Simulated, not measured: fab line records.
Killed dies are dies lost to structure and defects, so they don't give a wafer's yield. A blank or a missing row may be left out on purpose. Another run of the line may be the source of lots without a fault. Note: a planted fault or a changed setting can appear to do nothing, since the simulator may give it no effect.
Code-filled problem report in 8D (eight disciplines) form :: flow sky130 :: the parts of the form that need people (team, actions taken, sign-off) are left out

== 1. PROBLEM STATEMENT ==
Across 3 wafers from 2 lots, METAL2_ALCU_RS at SKY_METAL2_RS_MEAS_05 averages 0.2635 ohm/sq, while fault-free wafers read 0.1257 ohm/sq with a standard deviation of 0.0017. Measured from the usual mean, that is +81 standard deviations.
The step: measures by four-point-probe.
First observed at day 36 03:22: wafer L646.1, on film_metro-02. Wafers with a number at this step in the record: 18, from 6 lots. By rule, "out" or "out of limits" means more than 4 standard deviations away from the usual mean. The rest of the wafers with a number are treated as sound.

== 2. WHAT IT IS, WHAT IT ISN'T ==
question: which readings at this step
is: METAL2_ALCU_RS
is not: -

question: which lots
is: L646, L647
is not: L644, L655, L661, L664

question: which wafers of those lots
is: L646.1, L647.2, L647.5
is not: L646.3, L646.4, L647.6

question: read on which gauges
is: film_metro-02
is not: film_metro-01, film_metro-04

question: when
is: from day 36 03:22
is not: up to then (5 sound wafers); but 10 sound wafers of L647, L655, L661, L664 came after

== 3. THE SUSPECTS, EACH WITH WHAT RULES IT OUT ==
Counting: any tool at a process step up to the reading remains a suspect provided it ran every lot that is out. Sound lots after the first of them don't rule it out here, since some wafers of a struck lot are sound.
- the gauge at SKY_METAL2_RS_MEAS_05: ruled out. All the wafers that are out were read on film_metro-02, but those of them that SKY_METAL2_METAL_ETCH_19 has rows for are out there too, on other tools.
- cmp-02 at SKY_VIA1_CMP_24 (polishes, stops on SiO2, t overpolish 15 s, target thk 0 nm): kept. It ran every lot that is out, first L646 (day 36 02:56).
- pvd_sputter-04 at SKY_METAL2_SPUTTER_00 (material Ti, target thk 15 nm, time 10 s): kept. It ran every lot that is out, first L646 (day 36 03:14).
- pvd_sputter-04 at SKY_METAL2_SPUTTER_02 (material AlCu, target thk 250 nm, time 13.3 s): kept. It ran every lot that is out, first L646 (day 36 03:16).
- In cmp-02 at SKY_VIA1_CMP_24, the wafers that are out were processed in chamber 3 and their sound lot-mates in chambers 0, 1.
Left after counting: cmp-02 at SKY_VIA1_CMP_24, pvd_sputter-04 at SKY_METAL2_SPUTTER_00, pvd_sputter-04 at SKY_METAL2_SPUTTER_02.

== 4. THE CAUSE (what the simulator had put in) ==
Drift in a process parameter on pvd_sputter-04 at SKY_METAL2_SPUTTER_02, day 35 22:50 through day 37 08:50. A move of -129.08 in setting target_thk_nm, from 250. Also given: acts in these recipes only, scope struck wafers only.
3 suspects survive the count, and this tool is in that group.

== 5. THE EFFECT CHAIN, in route order ==
Each row: a reading whose mean over the struck wafers that have a number lies more than 3 standard deviations from the usual. Readings are gone through only where the record gives a usual standard deviation; hours: the median, over the lots, of the time from a lot's start at the first step in this table giving one to that lot's start at this step; sigmas: the change measured in usual standard deviations.
hours: 0
step: SKY_METAL2_RS_MEAS_05
reading: METAL2_ALCU_RS
usual: 0.1257 ohm/sq
on struck wafers: 0.2635
change: +0.1378
sigmas: +81

hours: 0
step: SKY_METAL2_THK_MEAS_06
reading: METAL2_ALCU_THK
usual: 252 nm
on struck wafers: 123
change: -129
sigmas: -37

hours: 26
step: SKY_METAL2_METAL_ETCH_19
reading: oes_product_au
usual: 0.857 a.u.
on struck wafers: 0.714
change: -0.143
sigmas: -23
Process steps it contains:
- SKY_METAL2_METAL_ETCH_19: etches the open film in Cl2/BCl3, stops on SiO2, target depth 360 nm, time 78 s.
Later measuring or inspecting steps at which every struck wafer that the step has a row for has a number for every such reading, and none has moved that far: SKY_METAL2_CD_MEAS_15, SKY_METAL2_OVL_MEAS_16.

== 6. HOW IT WOULD HAVE BEEN CAUGHT EARLIER ==
Counted from the fault's start at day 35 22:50, it took 5 hours until the first out-of-limits reading at a measuring or inspecting step in this record, taken at day 36 03:22.
No tool reading at SKY_METAL2_SPUTTER_02 that has a usual standard deviation in the record was out on any struck wafer, so an alarm limit of 4 standard deviations on those readings would not have fired.
L647, from the lots that are out (2), started SKY_METAL2_SPUTTER_02 on pvd_sputter-04 later than day 36 03:22. Holding the tool at that time would have saved it.
